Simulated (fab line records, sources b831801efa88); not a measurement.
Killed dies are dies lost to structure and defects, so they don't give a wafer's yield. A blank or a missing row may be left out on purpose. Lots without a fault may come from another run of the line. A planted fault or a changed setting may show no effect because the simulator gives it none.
Which tool did it? | flow sky130 | 11 lots, 33 wafers sampled, at 7 steps of a route of 708

WHAT THE GAUGES READ, wafer by wafer
SKY_SD_N_TW_MEAS_12. Usual: SD_N_TW 3975, standard deviation 55.
lot  | measured     | on            | SD_N_TW        | flag
L746 | day 28 03:19 | film_metro-04 | 4004 4011 4014 |
L747 | day 28 10:00 | film_metro-04 | 3996 4000 3993 |
L749 | day 29 09:48 | film_metro-01 | 3999 4048 4016 |
L751 | day 30 05:33 | film_metro-04 | 4014 4014 3982 |
L752 | day 30 08:15 | film_metro-04 | 3982 3976 3982 |
L754 | day 31 06:00 | film_metro-02 | 3909 3926 3926 |
L755 | day 31 15:06 | film_metro-01 | 4032 4043 4016 |
L757 | day 32 02:51 | film_metro-02 | 3903 3881 3896 |
L758 | day 32 11:01 | film_metro-02 | 3910 3894 3902 |
L765 | day 34 09:59 | film_metro-02 | 3625 3650 3645 | OFF
L766 | day 34 20:45 | film_metro-04 | 3760 3784 3762 | OFF

SKY_SD_N_RS_MEAS_16: measures by four-point-probe. Usual: SD_N_RS 68.56 ohm/sq, standard deviation 0.1.
lot  | measured     | on            | SD_N_RS (ohm/sq)  | flag
L746 | day 28 03:36 | film_metro-04 | 68.74 68.55 68.68 |
L747 | day 28 10:17 | film_metro-01 | 68.58 68.57 68.59 |
L749 | day 29 10:05 | film_metro-04 | 68.72 68.57 68.66 |
L751 | day 30 05:50 | film_metro-01 | 68.47 68.49 68.59 |
L752 | day 30 08:32 | film_metro-04 | 68.58 68.57 68.75 |
L754 | day 31 06:17 | film_metro-04 | 68.52 68.61 68.60 |
L755 | day 31 15:23 | film_metro-04 | 68.65 68.53 68.62 |
L757 | day 32 03:08 | film_metro-04 | 68.61 68.56 68.69 |
L758 | day 32 11:19 | film_metro-04 | 68.59 68.54 68.60 |
L765 | day 34 10:17 | film_metro-01 | 78.14 77.85 77.65 | OFF
L766 | day 34 21:02 | film_metro-01 | 77.79 77.75 78.12 | OFF

SKY_LOCAL_INTERCONNECT_THK_MEAS_02: measures by xrf. Usual: LOCAL_INTERCONNECT_TIN_THK 100.0 nm, standard deviation 1.
lot  | measured     | on            | LOCAL_INTERCONNECT_TIN_THK (nm) | flag
L746 | day 29 10:47 | film_metro-01 | 101.7 101.0 100.7               |
L747 | day 29 16:51 | film_metro-02 | 98.7 100.1 100.2                |
L749 | day 30 16:56 | film_metro-01 | 101.2 100.8 100.9               |
L751 | day 31 11:48 | film_metro-02 | 100.1 100.3 100.6               |
L752 | day 31 14:49 | film_metro-01 | 99.1 99.1 99.2                  |
L754 | day 32 12:04 | film_metro-03 | 100.1 99.2 98.7                 |
L755 | day 32 20:52 | film_metro-01 | 99.4 99.6 99.3                  |
L757 | day 33 08:02 | film_metro-02 | 98.3 98.1 98.6                  |
L758 | day 33 17:08 | film_metro-02 | 98.1 99.4 99.9                  |
L765 | day 35 14:29 | film_metro-02 | 100.1 99.1 98.7                 |
L766 | day 36 02:22 | film_metro-03 | 100.6 101.3 100.9               |

SKY_CONTACT_BOW_MEAS_05. Usual: CONTACT_BOW 80 um, standard deviation 6.7.
lot  | measured     | on            | CONTACT_BOW (um) | flag
L746 | day 30 16:56 | film_metro-04 | 83 79 83         |
L747 | day 30 21:14 | film_metro-04 | 89 79 73         |
L749 | day 31 21:29 | film_metro-04 | 80 75 82         |
L751 | day 32 16:05 | film_metro-03 | 80 83 75         |
L752 | day 32 18:40 | film_metro-03 | 76 82 70         |
L754 | day 33 16:38 | film_metro-03 | 90 85 80         |
L755 | day 34 01:23 | film_metro-01 | 78 77 86         |
L757 | day 34 12:29 | film_metro-04 | 76 75 81         |
L758 | day 34 21:28 | film_metro-03 | 77 81 84         |
L765 | day 36 17:54 | film_metro-04 | 71 74 72         |
L766 | day 37 05:06 | film_metro-03 | 69 69 77         |

WHICH TOOL RAN EACH LOT (tool, then ch and the chambers of the sampled wafers, then the start)
lot  | SKY_SD_N_IMPLANT_09             | SKY_SD_N_STRIP_11                    | SKY_LI_CONTACT_CVD_21
L746 | implanter-02 ch 0, day 28 02:55 | plasma_asher-01 ch 0,1, day 28 03:12 | cvd_w-01 ch 0,1, day 29 09:59
L747 | implanter-01 ch 0, day 28 09:37 | plasma_asher-04 ch 0,1, day 28 09:53 | cvd_w-02 ch 0,1, day 29 16:03
L749 | implanter-01 ch 0, day 29 09:25 | plasma_asher-01 ch 0,1, day 29 09:41 | cvd_w-01 ch 0,1, day 30 16:08
L751 | implanter-02 ch 0, day 30 05:10 | plasma_asher-01 ch 0,1, day 30 05:26 | cvd_w-02 ch 0,1, day 31 10:52
L752 | implanter-04 ch 0, day 30 07:51 | plasma_asher-04 ch 0,1, day 30 08:09 | cvd_w-02 ch 0,1, day 31 14:01
L754 | implanter-04 ch 0, day 31 05:36 | plasma_asher-02 ch 0,1, day 31 05:54 | cvd_w-01 ch 0,1, day 32 11:17
L755 | implanter-01 ch 0, day 31 14:42 | plasma_asher-02 ch 0,1, day 31 15:00 | cvd_w-02 ch 1, day 32 20:05
L757 | implanter-04 ch 0, day 32 02:27 | plasma_asher-02 ch 0,1, day 32 02:45 | cvd_w-01 ch 0,1, day 33 07:16
L758 | implanter-04 ch 0, day 32 10:39 | plasma_asher-04 ch 0,1, day 32 10:56 | cvd_w-01 ch 0,1, day 33 16:17
L765 | implanter-04 ch 0, day 34 09:35 | plasma_asher-04 ch 0,1, day 34 09:53 | cvd_w-02 ch 1, day 35 13:42
L766 | implanter-04 ch 0, day 34 20:21 | plasma_asher-04 ch 0,1, day 34 20:39 | cvd_w-01 ch 1, day 36 01:34
- SKY_SD_N_IMPLANT_09
- SKY_SD_N_STRIP_11: strips in O2/N2.
- SKY_LI_CONTACT_CVD_21: deposits W, target thk 400 nm, time 120.56 s.

WHAT THE TOOLS THEMSELVES READ (means of the sampled wafers that have a number; where no wafer has one, the mark that the record gives instead)
SKY_SD_N_IMPLANT_09. Usual: beam_energy_keV 49.999, standard deviation 0.014.
lot  | tool         | beam_energy_keV | flag
L746 | implanter-02 | 49.995          |
L747 | implanter-01 | 50.002          |
L749 | implanter-01 | 50.000          |
L751 | implanter-02 | 50.009          |
L752 | implanter-04 | 50.005          |
L754 | implanter-04 | 50.001          |
L755 | implanter-01 | 49.999          |
L757 | implanter-04 | 49.997          |
L758 | implanter-04 | 49.993          |
L765 | implanter-04 | 38.266          | OFF
L766 | implanter-04 | 38.301          | OFF

SKY_SD_N_STRIP_11. Usual: drypump_motor_current_A 5.44 A, standard deviation 0.27; oes_product_au 0.528 a.u., standard deviation 0.0048; strip_time_to_endpoint_s 22.57 s, standard deviation 0.046.
lot  | tool            | drypump_motor_current_A (A) | oes_product_au (a.u.) | strip_time_to_endpoint_s (s) | flag
L746 | plasma_asher-01 | 5.79                        | 0.525                 | 22.65                        |
L747 | plasma_asher-04 | 5.28                        | 0.529                 | 22.63                        |
L749 | plasma_asher-01 | 5.83                        | 0.526                 | 22.55                        |
L751 | plasma_asher-01 | 5.79                        | 0.524                 | 22.54                        |
L752 | plasma_asher-04 | 5.30                        | 0.527                 | 22.56                        |
L754 | plasma_asher-02 | 5.54                        | 0.526                 | 22.58                        |
L755 | plasma_asher-02 | 5.54                        | 0.524                 | 22.59                        |
L757 | plasma_asher-02 | 5.56                        | 0.529                 | 22.59                        |
L758 | plasma_asher-04 | 5.30                        | 0.531                 | 22.58                        |
L765 | plasma_asher-04 | 5.13                        | 0.552                 | 20.78                        | OFF
L766 | plasma_asher-04 | 5.26                        | 0.548                 | 20.72                        | OFF

SKY_LI_CONTACT_CVD_21. Usual: heater_power_outer_w 521 W, standard deviation 34; heater_power_w 816 W, standard deviation 45.
lot  | tool     | heater_power_outer_w (W) | heater_power_w (W) | flag
L746 | cvd_w-01 | 482                      | 762                |
L747 | cvd_w-02 | 535                      | 845                |
L749 | cvd_w-01 | 500                      | 773                |
L751 | cvd_w-02 | 543                      | 833                |
L752 | cvd_w-02 | 533                      | 837                |
L754 | cvd_w-01 | 506                      | 764                |
L755 | cvd_w-02 | 549                      | 857                |
L757 | cvd_w-01 | 485                      | 759                |
L758 | cvd_w-01 | 483                      | 755                |
L765 | cvd_w-02 | 549                      | 854                |
L766 | cvd_w-01 | 458                      | 730                |

THE ANSWER, worked out from the rows above alone
Rule: a lot is off if the mean of its wafers that have a number lies more than 3 standard deviations from the usual mean. A lot without any number at a reading at which 4 lots or more have one is off too. The other lots that the step has rows for count as sound. The gauges are gone through in route order, then the tools' own readings, and for those a lot's mean is taken as printed above. The first step at which some lot is off is used, and at that step the reading that is off furthest; a lot without a number counts as furthest.
Off: L765, L766, at SKY_SD_N_TW_MEAS_12 (SD_N_TW).
A tool fits if, at a process step before that reading, it ran every lot that is off, and no sound lot after the first of them. The gauges at SKY_SD_N_TW_MEAS_12 aren't tried: what is off there is off at SKY_SD_N_RS_MEAS_16 too, on other tools, and a gauge's error can't cause that. Can't be told from this: 2 tools fit, implanter-04 at SKY_SD_N_IMPLANT_09, plasma_asher-04 at SKY_SD_N_STRIP_11.

WHAT THE SIMULATOR HAD PUT IN
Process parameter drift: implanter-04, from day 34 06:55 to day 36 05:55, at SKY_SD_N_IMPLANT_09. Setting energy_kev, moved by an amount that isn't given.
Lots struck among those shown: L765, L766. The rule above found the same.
